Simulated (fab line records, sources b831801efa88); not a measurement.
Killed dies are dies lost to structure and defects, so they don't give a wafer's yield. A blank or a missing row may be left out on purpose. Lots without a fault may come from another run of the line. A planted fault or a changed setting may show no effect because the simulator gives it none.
A struck lot beside a sound one | flow sky130 | 15 steps out of a route of 708
Sound: wafers L920.1, L920.4, L920.6. Struck: wafers L910.1, L910.5, L910.6. The cause comes at the end.
At each step with rows: each side's tool, then ch and its chambers, then its first start. Under that, the readings that differ: sound wafers | struck wafers | difference of the means | sigmas: that difference in standard deviations of wafers without a fault.
alike: readings whose means differ by less than 2 such deviations, and words and numbers that are the same on both sides. not compared: withheld readings, readings that some wafer has no value for, bounds like >300 that may hide the same value, and numbers for which the record gives no deviation and whose values overlap.
The two part at a step that has a row with sigmas, a row that says differs or no value, or rows on one side only. Numbers that don't overlap but have no deviation are shown without sigmas and don't part them. A reading that every wafer of one side lacks parts them only if that side has two wafers or more.

SKY_VT_ADJUST_PCH_TW_MEAS_10:
  sound on film_metro-04, day 15 14:11; struck on film_metro-02, day 12 04:26
  alike: VT_ADJUST_PCH_TW
then, 7 steps without rows for these wafers: SKY_SONOS_TUNNEL_DEHYDRATE_00 (time 60 s); SKY_SONOS_TUNNEL_HMDS_01 (prime time 60 s); SKY_SONOS_TUNNEL_COAT_02 (resist thk 1140 nm); SKY_SONOS_TUNNEL_SOFTBAKE_03 (time 60 s); SKY_SONOS_TUNNEL_EXPOSE_04 (exposes mask TUNM, target cd 410 nm); SKY_SONOS_TUNNEL_PEB_05; SKY_SONOS_TUNNEL_DEVELOP_06 (develop time 60 s).
SKY_SONOS_TUNNEL_CD_MEAS_07: target cd 410 nm.
  sound on cd_sem-01, day 16 18:29; struck on cd_sem-02, day 13 05:23
  alike: cd_nm
SKY_SONOS_TUNNEL_OVL_MEAS_08:
  sound on overlay-01, day 16 18:37; struck on overlay-01, day 13 05:31
  alike: SONOS_TUNNEL_OVL
then, 2 steps without rows for these wafers: SKY_SONOS_TUNNEL_IMPLANT_09; SKY_SONOS_TUNNEL_WET_ETCH_10 (etches SiO2 in dHF, target depth 14 nm, time 280 s).
SKY_SONOS_TUNNEL_STRIP_11: strips in SPM, time 600 s.
  sound on wet_bench-04 ch 1, day 16 18:53; struck on wet_bench-01 ch 0, day 13 05:48
  no value came back on the struck wafers for bath_guard_temp_C (C), bath_heat_duty_pct (%); on the sound wafers bath_guard_temp_C (C) reads 129.3 129.8 129.5
  reading                                           | sound | struck         | difference | sigmas
  model.NOVOLAK_of_SONOS_TUNNEL_COAT_02.thk_nm (nm) | 0 0 0 | 1145 1142 1138 | +1142      |
SKY_SONOS_TUNNEL_TW_MEAS_12:
  sound on film_metro-01, day 16 19:03; struck on film_metro-03, day 13 05:59
  alike: SONOS_TUNNEL_TW
-- the record jumps here: 34 days lie between the struck wafers' starts before and after (it left off in module SONOS_TUNNEL and takes up again in module PAD_OPEN, whose first step shown is number 708 of the route) --
SKY_PAD_OPEN_PROBE_99:
  sound on prober-02, day 49 14:47; struck on prober-01, day 47 07:14
  reading             | sound    | struck      | difference | sigmas
  killed_at_front_end | 16 16 10 | 409 430 428 | +408       | +93
  killed_dies         | 82 67 73 | 492 492 492 | +418       | +44
  killed_on_rim       | 18 14 15 | 96 96 96    | +80        | +21
  alike: killed_at_M0_to_M3, killed_at_M4_up, killed_at_contacts, killed_at_other, killed_open, killed_short

WHERE THEY PART
First at SKY_SONOS_TUNNEL_STRIP_11; last, within this record, at SKY_PAD_OPEN_PROBE_99.

WHY: what the simulator had put in
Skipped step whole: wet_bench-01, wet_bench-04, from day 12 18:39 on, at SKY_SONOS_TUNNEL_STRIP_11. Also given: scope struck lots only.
